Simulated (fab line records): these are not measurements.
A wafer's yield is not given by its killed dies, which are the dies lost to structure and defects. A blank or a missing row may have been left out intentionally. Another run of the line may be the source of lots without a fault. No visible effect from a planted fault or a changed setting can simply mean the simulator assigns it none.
Struck lot and sound lot, side by side    flow sky130    17 steps out of a route of 708
Sound: these wafers, L270.2, L270.4, L270.6. The struck wafers were L273.1, L273.2, L273.4. The cause is named last.
Order at every step that has rows: each side's tool, ch and its chambers, its first start. Under that, the readings that differ: sound wafers    struck wafers    difference of the means    sigmas: that difference in standard deviations of wafers without a fault.
alike: readings with means less than 2 such deviations apart, plus words and numbers identical on both sides. not compared: withheld readings, readings lacking a value on some wafer, bounds such as >300 that could conceal the same value, and numbers that have no deviation in the record and whose values overlap.
The two part at a step that has a row with sigmas, a row that says differs or no value, or rows on one side only. Non-overlapping numbers with no deviation appear without sigmas and do not part them. A reading that every wafer of one side lacks parts them only if that side has two wafers or more.

SKY_CONTACT_BOW_MEAS_05:
  struck on film metro-02, day 32 07:46; sound on film metro-02, day 30 15:52
  alike: CONTACT_BOW
then, 8 steps without rows for these wafers: SKY_CONTACT_DEHYDRATE_06 (time 60 s); SKY_CONTACT_HMDS_07 (prime time 60 s); SKY_CONTACT_COAT_08 (resist thk 60 nm); SKY_CONTACT_COAT_09 (resist thk 450 nm); SKY_CONTACT_SOFTBAKE_10 (time 90 s); SKY_CONTACT_EXPOSE_11 (exposes mask CTM1, target cd 170 nm); SKY_CONTACT_PEB_12; SKY_CONTACT_DEVELOP_13 (develop time 57.27 s).
SKY_CONTACT_CD_MEAS_14: target cd 170 nm.
  struck on cd sem-01, day 33 09:58; sound on cd sem-01, day 31 19:32
  alike: cd nm
SKY_CONTACT_OVL_MEAS_15:
  struck on overlay-02, day 33 10:05; sound on overlay-02, day 31 19:39
  alike: CONTACT_OVL
SKY_CONTACT_ETCH_16: etches BARC in N2/H2, stops on SiO2, time 45.9 s, target depth 60 nm.
  sound on rie diel-01 ch 0,1,2, day 31 19:41; struck on rie diel-01 ch 0,2,3, day 33 10:08
  alike: bias w, chamber pressure mTorr, drypump motor current A, oes product au, throttle valve pct
  not compared: rf hours counter h
SKY_CONTACT_ETCH_17: etches SiO2 in C4F8/O2/Ar, stops on Si3N4, target depth 340 nm.
  sound on rie diel-01 ch 0,1,2, day 31 19:43; struck on rie diel-01 ch 0,2,3, day 33 10:10
  no value came back on the struck wafers for bias w (W), chamber pressure mTorr (mTorr), oes product au (a.u.); on the sound wafers bias w (W) reads 1206 1205 1198
reading                                         sound              struck             difference  sigmas
model.KrF-thick_of_CONTACT_COAT_09.thk nm (nm)  322.9 326.1 324.6  391.4 390.3 392.9  +67.0       
SKY_CONTACT_ETCH_18: etches Si3N4 in CHF3/O2, stops on TiN, time 39 s, target depth 75 nm.
  sound on rie diel-01 ch 0,1,2; struck on rie diel-01 ch 0,2,3
reading                                         sound              struck             difference  sigmas
oes product au (a.u.)                           0.849 0.863 0.858  0.372 0.368 0.380  -0.483      -63
throttle valve pct (%)                          8.783 8.774 8.802  8.683 8.660 8.667  -0.116      -14
model.KrF-thick_of_CONTACT_COAT_09.thk nm (nm)  236.3 242.2 239.2  307.1 303 308      +66.8       
  alike: O2_flow_sccm, bias w, drypump motor current A
  not compared: rf hours counter h
SKY_CONTACT_STRIP_19: strips in O2/N2.
  sound on plasma asher-03 ch 0,1, day 31 19:49; struck on plasma asher-02 ch 0,1, day 33 10:16
reading                       sound              struck             difference  sigmas
oes product au (a.u.)         0.376 0.379 0.375  0.412 0.403 0.411  +0.032      +7
strip time to endpoint s (s)  3.56 3.61 3.58     4.30 4.25 4.29     +0.70       +21
  alike: drypump motor current A
  not compared: rf hours counter h
then, 1 step without rows for these wafers: SKY_CONTACT_STRIP_20 (strips in post etch residue remover, time 1200 s).
-- the record jumps here: 14 days lie between the struck wafers' starts before and after (it left off in module CONTACT and takes up again in module PAD_OPEN, whose first step shown is number 708 of the route) --
SKY_PAD_OPEN_PROBE_99:
  struck on prober-02, day 47 03:04; sound on prober-01, day 46 01:14
reading             sound      struck       difference  sigmas
killed_at_M0_to_M3  38 34 45   223 249 209  +188        +25
killed_at_M4_up     4 4 5      69 62 75     +64         +34
killed at contacts  24 27 32   109 109 125  +87         +17
killed at other     0 1 0      76 61 67     +68         +99 or more
killed dies         83 84 105  492 492 492  +401        +40
killed on rim       9 17 23    96 96 96     +80         +20
  alike: killed at front end, killed open, killed short

WHERE THEY PART
Last at SKY_PAD_OPEN_PROBE_99 as far as this record goes, first at SKY_CONTACT_ETCH_17.

WHY: whatever the simulator had introduced
Beginning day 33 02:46, the whole step at SKY_CONTACT_ETCH_17 was skipped on rie diel-01. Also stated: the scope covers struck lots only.
